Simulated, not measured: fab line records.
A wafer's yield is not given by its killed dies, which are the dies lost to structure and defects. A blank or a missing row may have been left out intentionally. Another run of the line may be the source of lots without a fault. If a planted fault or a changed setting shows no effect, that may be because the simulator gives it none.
fab line records	flow sky130
record: lots: 14	wafers: 42	last_day: 50
route steps=708 shown VIA4@651 METAL5@661
lots untouched by any fault: they come from a run of this same line in which no faults occurred
start_h: the number of hours between the record's first day and the start of the first shown wafer of the lot	wait_h: time in hours since the lot's previous step	" identical to the entry in the row above	L1.1+2: several wafers, shown together as one row	- no value, or no start was given	* or withheld: withheld	< > ~ a bound
route shown NAME@n: a module of which the file shows steps, and the number in the route of the first	usual: the fault-free wafers' mean and standard deviation	same: alike in all rows	chamber/n: place in a boat	sites: readings site by site	_std_site: the values' standard deviation	_edge_site: the outer-site mean with the inner-site mean subtracted	radius_mm: how far each site lies from the wafer's centre	mask NAME#n: copy n	behind: the tool/chamber that last shaped the wafer	hold: reason for holding the lot/hours on hold/outcome of the hold	device: transistor that didn't switch, given as n, p or np	end of line: tests run on the same wafers once the route is complete	a step without rows: its recipe alone	killed: not the wafer's yield, but the dies lost to structure and defects at the first sort	map: a wafer's dies, marking killed ones x, the rest . and places with no die _
set.NAME: the run value of the setting; set.NAME@STEP: its run value at that earlier step	model.NAME: the simulator's own value behind a step, which no gauge read
the route's steps for a sample of lots (tables are steps, rows are wafers)
services: the hour from which a tool's chamber was out of use, counted from the record's first day as start_h (under 0 if before that day), plus the number of hours and why
== steps ==
step: SKY_VIA4_ETCH_12
recipe: target: SiO2	chemistry: C4F8/O2/Ar	stop_on: TiN	mask_material: NOVOLAK	source_w: 1500	bias_w: 1200	pressure_mtorr: 40	c4f8_flow_sccm: withheld	O2_flow_sccm: 6	Ar_flow_sccm: 300	time_s: withheld	target_depth_a: 5800
usual: chamber_pressure_mTorr: 40.00/0.037	oes_product_au: 0.926/0.0045
lot.wafer	tool	chamber	start_h	wait_h	chamber_pressure_mTorr	oes_product_au
L517.1	rie_diel-04	1	1002.31	0.0	40.05	0.918
L517.2	"	3	"	"	39.95	0.921
L517.5	"	3	"	"	40.00	0.914
L518.1	rie_diel-01	3	1012.05	0.0	40.07	0.924
L518.2	"	1	"	"	39.99	0.924
L518.4	"	0	"	"	39.99	0.929
L519.3	rie_diel-02	2	1020.83	0.0	40.04	0.931
L519.5	"	2	"	"	40.04	0.926
L519.6	"	0	"	"	39.95	0.925
L520.1	rie_diel-04	3	1031.60	0.0	40.03	0.927
L520.4	"	1	"	"	40.00	0.925
L520.5	"	2	"	"	39.95	0.921
L521.2	rie_diel-01	3	1031.66	0.0	39.93	0.934
L521.3	"	2	"	"	40.03	0.926
L521.5	"	1	"	"	39.99	0.929
L522.2	rie_diel-01	3	1041.90	0.0	40.00	0.927
L522.4	"	2	"	"	39.97	0.919
L522.6	"	2	"	"	40.01	0.919
L523.1	rie_diel-01	0	1051.30	0.0	40.03	0.924
L523.2	"	2	"	"	39.95	0.924
L523.4	"	1	"	"	39.97	0.926
L524.4	rie_diel-02	1	1054.13	0.0	40.05	0.923
L524.5	"	0	"	"	40.03	0.916
L524.6	"	1	"	"	40.02	0.927
L525.1	rie_diel-01	2	1056.55	0.0	39.99	0.929
L525.2	"	1	"	"	39.97	0.924
L525.6	"	3	"	"	40.00	0.931
L526.2	rie_diel-01	0	1065.56	0.0	40.00	0.926
L526.3	"	3	"	"	40.00	0.930
L526.5	"	3	"	"	40.04	0.931
L536.1	rie_diel-01	1	1123.30	0.0	40.02	0.928
L536.2	"	2	"	"	40.05	0.924
L536.4	"	3	"	"	40.01	0.929
L538.2	rie_diel-04	1	1138.95	0.0	40.01	0.930
L538.3	"	2	"	"	39.98	0.928
L538.4	"	3	"	"	39.95	0.927
L539.1	rie_diel-04	0	1140.13	0.0	40.04	0.926
L539.2	"	3	"	"	39.93	0.929
L539.4	"	1	"	"	40.06	0.929
L540.1	rie_diel-01	1	1151.96	0.0	40.00	0.914
L540.4	"	2	"	"	40.08	0.929
L540.6	"	3	"	"	40.00	0.928
step: SKY_VIA4_CMP_21
recipe: stop_on: SiO2	t_overpolish_s: 25	down_force_psi: 3.5	platen_rpm: 60	target_thk_nm: 0	pad_velocity_m_s: 0.94248
usual: motor_current_A: 10.8/0.77	overpolish_run_s: 25.000/0.0088	time_to_endpoint_s: 127/5.9
lot.wafer	tool	chamber	start_h	wait_h	motor_current_A	overpolish_run_s	time_to_endpoint_s
L517.2	cmp-01	1	1003.77	0.1	10.3	24.995	131
L517.1	"	2	"	"	11.4	24.988	125
L517.5	"	1	"	"	10.7	24.999	121
L518.1	cmp-02	3	1013.12	0.1	10.2	25.012	131
L518.2	"	1	"	"	10.6	25.000	120
L518.4	"	2	"	"	10.7	25.000	125
L519.3	cmp-01	1	1022.10	0.2	10.7	24.982	123
L519.5	"	0	"	"	11.9	24.996	122
L519.6	"	1	"	"	10.5	25.005	121
L520.4	cmp-02	1	1032.81	0.1	10.9	25.013	123
L520.1	"	2	"	"	10.7	25.000	127
L520.5	"	1	"	"	10.5	24.996	122
L521.2	cmp-01	2	1033.01	0.1	11.8	24.997	126
L521.3	"	0	"	"	12.7	24.994	119
L521.5	"	3	"	"	11.5	25.000	124
L522.2	cmp-02	3	1043.01	0.1	9.6	24.998	134
L522.4	"	1	"	"	10.6	25.007	123
L522.6	"	2	"	"	11.0	24.996	134
L523.1	cmp-02	3	1052.56	0.2	9.5	25.010	130
L523.4	"	0	"	"	11.5	24.992	125
L523.2	"	1	"	"	10.9	25.014	116
L524.4	cmp-02	2	1055.51	0.3	10.9	24.999	127
L524.6	"	2	"	"	10.4	25.011	126
L524.5	"	3	"	"	9.6	24.996	133
L525.1	cmp-02	0	1058.10	0.5	11.0	0.044	189
L525.2	"	1	"	"	11.0	0.037	193
L525.6	"	3	"	"	9.8	24.996	135
L526.3	cmp-02	2	1066.66	0.0	11.4	25.013	127
L526.2	"	0	"	"	11.6	0.039	196
L526.5	"	2	"	"	10.6	25.002	132
L536.1	cmp-01	1	1124.45	0.1	10.3	25.013	114
L536.2	"	2	"	"	11.8	25.011	118
L536.4	"	3	"	"	11.3	25.008	119
L538.4	cmp-02	2	1140.01	0.0	11.0	25.013	129
L538.2	"	3	"	"	9.8	24.991	136
L538.3	"	0	"	"	10.1	24.998	124
L539.1	cmp-02	1	1141.18	0.1	10.8	25.001	114
L539.2	"	2	"	"	10.7	24.984	128
L539.4	"	3	"	"	9.6	25.002	131
L540.1	cmp-02	2	1153.16	0.1	10.8	24.997	127
L540.4	"	3	"	"	9.5	24.991	130
L540.6	"	0	"	"	11.4	24.998	123
step: SKY_METAL5_SPUTTER_00
recipe: material: Ti	target_thk_nm: 15	power_w: 3000	time_s: 10	chamber_pressure_pa: 0.4
usual: throttle_valve_pct: 29.6/1.1
lot.wafer	tool	chamber	start_h	wait_h	throttle_valve_pct
L517.1	pvd_sputter-03	-	1004.02	0.1	29.1
L517.2	"	-	"	"	31.5
L517.5	"	-	"	"	30.7
L518.1	pvd_sputter-03	-	1013.42	0.2	31.0
L518.2	"	-	"	"	31.6
L518.4	"	-	"	"	28.9
L519.3	pvd_sputter-03	-	1022.35	0.2	30.5
L519.5	"	-	"	"	30.6
L519.6	"	-	"	"	29.2
L520.1	pvd_sputter-03	-	1033.06	0.1	30.7
L520.4	"	-	"	"	30.6
L520.5	"	-	"	"	31.3
L521.2	pvd_sputter-04	-	1033.31	0.2	27.4
L521.3	"	-	"	"	30.3
L521.5	"	-	"	"	30.5
L522.2	pvd_sputter-02	-	1043.26	0.2	28.8
L522.4	"	-	"	"	28.3
L522.6	"	-	"	"	27.9
L523.1	pvd_sputter-02	-	1052.86	0.2	28.9
L523.2	"	-	"	"	27.7
L523.4	"	-	"	"	29.5
L524.4	pvd_sputter-03	-	1055.81	0.2	31.3
L524.5	"	-	"	"	31.4
L524.6	"	-	"	"	29.3
L525.6	pvd_sputter-04	-	1058.36	0.1	27.3
L526.3	pvd_sputter-02	-	1066.96	0.2	29.6
L526.5	"	-	"	"	28.9
L536.1	pvd_sputter-02	-	1124.75	0.2	29.4
L536.2	"	-	"	"	28.1
L536.4	"	-	"	"	29.4
L538.2	pvd_sputter-02	-	1140.31	0.2	28.9
L538.3	"	-	"	"	29.6
L538.4	"	-	"	"	28.2
L539.1	pvd_sputter-04	-	1141.48	0.2	30.9
L539.2	"	-	"	"	30.7
L539.4	"	-	"	"	30.6
L540.1	pvd_sputter-03	-	1153.36	0.1	30.6
L540.4	"	-	"	"	31.5
L540.6	"	-	"	"	31.2
step: SKY_METAL5_METAL_ETCH_15
recipe: target_depth_a: 12600	stop_on: SiO2	over_etch_frac: 0.2	time_s: 252	chemistry: Cl2/BCl3	resist_sidewall_deg: 86	pressure_mtorr: 10	icp_w: 900	bias_w: 48.5	Cl2_flow_sccm: 60	bcl3_flow_sccm: 30
usual: chamber_pressure_mTorr: 10.000/0.0096	drypump_motor_current_A: 5.7/0.38	oes_product_au: 0.894/0.0051	throttle_valve_pct: 22.265/0.0085
lot.wafer	tool	chamber	start_h	wait_h	chamber_pressure_mTorr	drypump_motor_current_A	oes_product_au	rf_hours_counter_h	throttle_valve_pct
L517.1	rie_metal-04	0	1027.50	0.0	10.007	5.8	0.902	7	22.282
L517.2	"	1	"	"	9.996	5.4	0.899	9	22.271
L517.5	"	0	"	"	10.004	5.8	0.888	-	22.284
L518.1	rie_metal-01	0	1037.06	0.0	9.996	6.2	0.894	0	22.268
L518.2	"	1	"	"	10.005	6.2	0.893	17	22.269
L518.4	"	0	"	"	10.004	6.2	0.895	-	22.259
L519.3	rie_metal-03	0	1045.39	0.1	10.010	5.8	0.888	-	22.269
L519.5	"	1	"	"	10.008	5.1	0.899	-	22.265
L519.6	"	0	"	"	10.002	5.8	0.892	-	22.257
L520.1	rie_metal-03	0	1056.29	0.1	10.004	5.8	0.891	12	22.274
L520.4	"	0	"	"	10.002	5.8	0.893	-	22.263
L520.5	"	0	"	"	9.985	5.7	0.896	-	22.264
L521.2	rie_metal-04	0	1056.51	0.0	10.013	5.8	0.891	8	22.268
L521.3	"	0	"	"	10.022	5.8	0.892	-	22.261
L521.5	"	1	"	"	9.996	5.3	0.893	-	22.271
L522.2	rie_metal-01	1	1065.61	0.1	9.995	6.2	0.889	-	22.274
L522.4	"	1	"	"	10.005	6.2	0.891	-	22.260
L522.6	"	1	"	"	10.001	6.2	0.891	-	22.248
L523.1	rie_metal-03	1	1074.75	0.0	10.000	5.1	0.889	0	22.259
L523.2	"	0	"	"	10.009	5.7	0.904	14	22.270
L523.4	"	0	"	"	10.010	5.7	0.890	-	22.262
L524.4	rie_metal-04	1	1077.39	0.1	10.008	5.4	0.896	-	22.267
L524.5	"	1	"	"	9.988	5.4	0.895	-	22.269
L524.6	"	0	"	"	9.997	5.8	0.888	-	22.262
L525.6	rie_metal-01	1	1080.54	0.4	10.010	6.2	0.895	-	22.263
L526.3	rie_metal-03	1	1087.34	0.1	9.985	5.1	0.896	-	22.264
L526.5	"	1	"	"	10.019	5.1	0.891	-	22.265
L536.1	rie_metal-04	1	1143.70	0.0	9.991	5.4	0.888	18	22.264
L536.2	"	0	"	"	9.997	5.8	0.901	15	22.279
L536.4	"	0	"	"	10.002	5.8	0.908	-	22.269
L538.2	rie_metal-01	0	1158.81	0.0	10.003	6.2	0.889	3	22.254
L538.3	"	1	"	"	9.995	6.2	0.892	-	22.272
L538.4	"	0	"	"	10.006	6.2	0.886	-	22.258
L539.1	rie_metal-03	1	1159.71	0.0	10.005	5.1	0.896	8	22.270
L539.2	"	0	"	"	9.999	5.8	0.886	22	22.256
L539.4	"	1	"	"	9.982	5.1	0.904	-	22.268
L540.1	rie_metal-03	0	1170.91	0.0	10.006	5.8	0.898	23	22.269
L540.4	"	0	"	"	9.994	5.8	0.886	-	22.263
L540.6	"	1	"	"	10.018	5.1	0.901	-	22.270
== services ==
tool	chamber	start_h	hours	kind
rie_diel-02	3	979.19	4.8	repair
rie_metal-04	-	980.25	7.6	repair
pvd_sputter-04	-	1007.05	11.3	repair
rie_diel-02	1	1013.81	16.5	repair
cmp-01	-	1017.35	0.9	repair
rie_diel-02	0	1028.69	2.1	repair
rie_metal-01	0	1049.96	76.4	repair
cmp-01	-	1052.90	5.4	repair
rie_metal-03	1	1055.00	-	clean
rie_metal-03	1	1055.00	14.1	scheduled_down
rie_diel-02	2	1057.00	4.5	repair
rie_metal-04	-	1059.47	2.4	repair
pvd_sputter-04	-	1064.30	8.0	repair
cmp-01	-	1084.11	4.0	pm
cmp-01	-	1093.94	9.8	pm
rie_metal-01	-	1094.30	1.0	repair
rie_diel-02	1	1123.26	8.6	repair
cmp-01	-	1130.06	5.8	pm
cmp-02	-	1149.20	2.9	repair
rie_metal-01	1	1151.34	1.3	repair
pvd_sputter-04	-	1153.88	15.1	repair
cmp-02	-	1162.70	0.4	repair
rie_metal-01	-	1166.01	1.2	repair
cmp-02	-	1170.35	4.0	pm
== key ==
first_sign: step: SKY_VIA4_CMP_21	reading: overpolish_run_s	direction: down	sigmas: 99+	usual: 25.000	struck: 0.040
effect: step: SKY_VIA4_CMP_21	reading: time_to_endpoint_s	direction: up	sigmas: 11	usual: *	struck: *
met_at SKY_VIA4_CMP_21
struck_lots L525,L526
struck_wafers L525.1,L525.2,L526.2
later_rows_left_out L525.1,L525.2,L526.2
sort_left_out L525.1,L525.2,L526.2
not_acting_at SKY_VIA4_ETCH_12,SKY_METAL5_SPUTTER_00,SKY_METAL5_METAL_ETCH_15
onset_between 1055.51 1058.10
fault: kind: process_parameter_drift	tool: cmp-02	chamber: -	onset_h: 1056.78	steps: SKY_VIA4_CMP_21	channel: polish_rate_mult	offset: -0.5	shape: step	end_h: 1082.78	scope: struck_wafers_only
sort_left_out: the simulated sort isn't trusted on such a fault, so these wafers' sort isn't shown, and their yield isn't known
later_rows_left_out: the simulator's readings of these wafers behind a module that went badly wrong aren't trusted and aren't shown, but for the sort
